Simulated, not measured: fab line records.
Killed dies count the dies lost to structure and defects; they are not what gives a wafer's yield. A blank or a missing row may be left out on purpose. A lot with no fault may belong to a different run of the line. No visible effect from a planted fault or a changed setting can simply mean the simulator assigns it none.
A lot that was struck, set against a sound lot | flow sky130 | 43 steps out of a route of 708
Sound: the wafers L683.1, L683.5, L683.6. Struck: wafer L691.2. (L691.5, L691.6 of the same lot were not struck and are left out.) The cause comes at the end.
For every step that has rows: the tool of each side, followed by ch and its chambers, followed by its first start. Under that, the readings that differ: sound wafers | struck wafers | difference of the means | sigmas: that difference in standard deviations of wafers without a fault.
alike: words and numbers the same on both sides, and readings whose means are apart by under 2 such deviations; not compared: readings that were withheld, readings missing a value for some wafer, numbers with overlapping values and no deviation given by the record, and bounds like >300 which may hide the same value.
Wherever a step has rows on one side only, a row that says differs or no value, or a row with sigmas, the two part there. Non-overlapping numbers with no deviation appear without sigmas and do not part them. A reading that every wafer of one side lacks parts them only if that side has two wafers or more.

SKY_METAL3_CD_MEAS_13 targets a cd of 300 nm.
  sound: cd sem-01 at day 39 04:29; struck: cd sem-01 at day 41 15:01
  reading    | sound             | struck | difference | sigmas
  cd nm (nm) | 301.9 299.6 299.8 | 297.7  | -2.7       | -2
SKY_METAL3_OVL_MEAS_14:
  sound: overlay-01 at day 39 04:37; struck: overlay-01 at day 41 15:07
  alike: METAL3_OVL
SKY_METAL3_DESCUM_15: chemistry O2, time 8 s.
  sound on rie metal-02 ch 0, day 39 04:38; struck on rie metal-04 ch 1, day 41 15:08
  reading                     | sound       | struck | difference | sigmas
  drypump motor current A (A) | 6.0 5.9 6.0 | 5.2    | -0.8       | -2
  alike: oes product au
  not compared: rf hours counter h
then, 1 step without rows for these wafers: SKY_METAL3_ETCH_16 (etches BARC in N2/H2, stops on SiO2, time 88.2 s, target depth 60 nm).
SKY_METAL3_ETCH_17: etches SiO2 in C4F8/O2/Ar, stops on TiN, time 3.9 s, target depth 15 nm.
  sound on rie diel-04 ch 2,3, day 39 04:54; struck on rie diel-03 ch 3, day 41 15:16
  alike: oes product au
  not compared: rf hours counter h
SKY_METAL3_METAL_ETCH_18: etches the open film in Cl2/BCl3, stops on SiO2, target depth 845 nm, time 183.1 s.
  sound on rie metal-03 ch 0,1, day 39 04:55; struck on rie metal-03 ch 1, day 41 15:17
  alike: drypump motor current A, oes product au, throttle valve pct
  not compared: rf hours counter h
then, 5 steps without rows for these wafers: SKY_METAL3_STRIP_19 (strips in O2/N2); SKY_METAL3_STRIP_20 (strips in post etch residue remover, time 1200 s); SKY_METAL3_CLEAN_21 (cleans in IPA, time 180 s); SKY_METAL3_CLEAN_22 (cleans in O3/DIW); SKY_VIA3_HDPCVD_00 (deposits SiO2, target thk 1635 nm, time 272.5 s).
SKY_VIA3_THK_MEAS_01:
  sound: film metro-03 at day 39 05:52; struck: film metro-03 at day 41 16:14
  alike: VIA3_HDPCVD_THK
SKY_VIA3_CMP_02: polishes SiO2.
  sound on cmp-02 ch 2,3, day 39 05:58; struck on cmp-01 ch 2, day 41 16:26
  reading                                  | sound             | struck | difference | sigmas
  model.SiO2_of_VIA3_HDPCVD_00.thk nm (nm) | 465.3 465.8 465.1 | 430.7  | -34.7      |
  alike: motor current A, slurry flow ml min
SKY_VIA3_BOW_MEAS_03:
  sound: film metro-01 at day 39 06:13; struck: film metro-02 at day 41 16:53
  not compared: hold, VIA3_BOW
then, 7 steps without rows for these wafers: SKY_VIA3_HMDS_05 (prime time 60 s); SKY_VIA3_COAT_06 (resist thk 60 nm); SKY_VIA3_COAT_07 (resist thk 450 nm); SKY_VIA3_SOFTBAKE_08 (time 90 s); SKY_VIA3_EXPOSE_09 (exposes mask VIM3, target cd 200 nm); SKY_VIA3_PEB_10; SKY_VIA3_DEVELOP_11 (develop time 60 s).
SKY_VIA3_CD_MEAS_12 targets a cd of 200 nm.
  sound: cd sem-02 at day 40 07:16; struck: cd sem-01 at day 42 16:14
  alike: cd nm
SKY_VIA3_OVL_MEAS_13:
  sound: overlay-01 at day 40 07:23; struck: overlay-01 at day 42 16:20
  reading       | sound | struck | difference | sigmas
  VIA3_OVL (nm) | 5 5 2 | 14     | +10        | +2
then, 1 step without rows for these wafers: SKY_VIA3_ETCH_14 (etches BARC in N2/H2, stops on SiO2, time 45.9 s, target depth 60 nm).
SKY_VIA3_ETCH_15: etches SiO2 in C4F8/O2/Ar, stops on TiN, target depth 507 nm, time 78 s.
  sound on rie diel-03 ch 0,2,3, day 40 07:28; struck on rie diel-03 ch 0, day 42 16:25
  reading                          | sound             | struck | difference | sigmas
  oes product au (a.u.)            | 0.946 0.950 0.944 | 0.897  | -0.050     | -10
  model.VIA3.feature depth nm (nm) | 465.3 465.8 465.1 | 430.7  | -34.7      |
  model.etch.depth nm (nm)         | 465.3 465.8 465.1 | 430.7  | -34.7      |
  not compared: rf hours counter h
then, 6 steps without rows for these wafers: SKY_VIA3_STRIP_16 (strips in O2/N2); SKY_VIA3_STRIP_17 (strips in post etch residue remover, time 1200 s); SKY_VIA3_CLEAN_18 (cleans in IPA, time 180 s); SKY_VIA3_CLEAN_19 (cleans in O3/DIW); SKY_VIA3_SPUTTER_20 (material TiN, target thk 20 nm, time 80 s); SKY_VIA3_CVD_21 (deposits W, target thk 390 nm, time 117.31 s).
SKY_VIA3_RS_MEAS_22: the measuring method here is four-point-probe.
  sound: film metro-03 at day 40 08:21; struck: film metro-01 at day 42 17:16
  alike: VIA3_W_RS
SKY_VIA3_THK_MEAS_23: measures by xrf.
  sound: film metro-03 at day 40 08:28; struck: film metro-01 at day 42 17:23
  alike: VIA3_W_THK
then, 1 step without rows for these wafers: SKY_VIA3_CMP_24 (polishes, stops on SiO2, t overpolish 20 s, target thk 0 nm).
SKY_METAL4_SPUTTER_00: material Ti, target thk 15 nm, time 10 s.
  sound: pvd sputter-04 at day 40 08:50; struck: pvd sputter-02 at day 42 17:44
  alike: throttle valve pct
then, 3 steps without rows for these wafers: SKY_METAL4_SPUTTER_01 (material TiN, target thk 20 nm, time 16.7 s); SKY_METAL4_SPUTTER_02 (material AlCu, target thk 735 nm, time 39.1 s); SKY_METAL4_SPUTTER_03 (material Ti, target thk 5 nm, time 3.3 s).
SKY_METAL4_SPUTTER_04: material TiN, target thk 70 nm, time 58.3 s.
  sound: pvd sputter-04 at day 40 08:56; struck: pvd sputter-02 at day 42 17:50
  alike: throttle valve pct
then, 1 step without rows for these wafers: SKY_CAP2M_CVD_00 (deposits SiO2, target thk 15.5 nm).
SKY_CAP2M_THK_MEAS_01:
  sound: film metro-02 at day 40 09:00; struck: film metro-03 at day 42 17:55
  alike: CAP2M_CVD_00_THK
SKY_METAL4_METAL_ETCH_18: etches the open film in Cl2/BCl3, stops on SiO2, target depth 845 nm, time 183.1 s.
  sound on rie metal-01 ch 0,1, day 42 08:41; struck on rie metal-01 ch 0, day 44 16:10
  reading                                  | sound             | struck | difference | sigmas
  model.SiO2_of_VIA3_HDPCVD_00.thk nm (nm) | 435.4 436.1 435.3 | 400.6  | -35.0      |
  alike: drypump motor current A, oes product au, throttle valve pct
  not compared: rf hours counter h
-- the record jumps here: 4 days lie between the struck wafers' starts before and after (it left off in module METAL4 and takes up again in module PAD_OPEN, whose first step shown is number 708 of the route) --
SKY_PAD_OPEN_PROBE_99:
  sound: prober-02 at day 46 06:10; struck: prober-02 at day 48 05:57
  reading            | sound    | struck | difference | sigmas
  killed_at_M0_to_M3 | 39 41 55 | 31     | -14        | -2
  alike: defect limited yield, killed_at_M4_up, killed at contacts, killed at front end, killed at other, killed dies, killed open, killed short, sort_bin_3_pad_short, sort_bin_5_function, sort_bin_6_memory, sort n pass, sort yield pct

== WHERE THEY PART ==
Earliest at SKY_METAL3_CD_MEAS_13; latest, in this record, at SKY_PAD_OPEN_PROBE_99.

WHY: whatever the simulator had introduced
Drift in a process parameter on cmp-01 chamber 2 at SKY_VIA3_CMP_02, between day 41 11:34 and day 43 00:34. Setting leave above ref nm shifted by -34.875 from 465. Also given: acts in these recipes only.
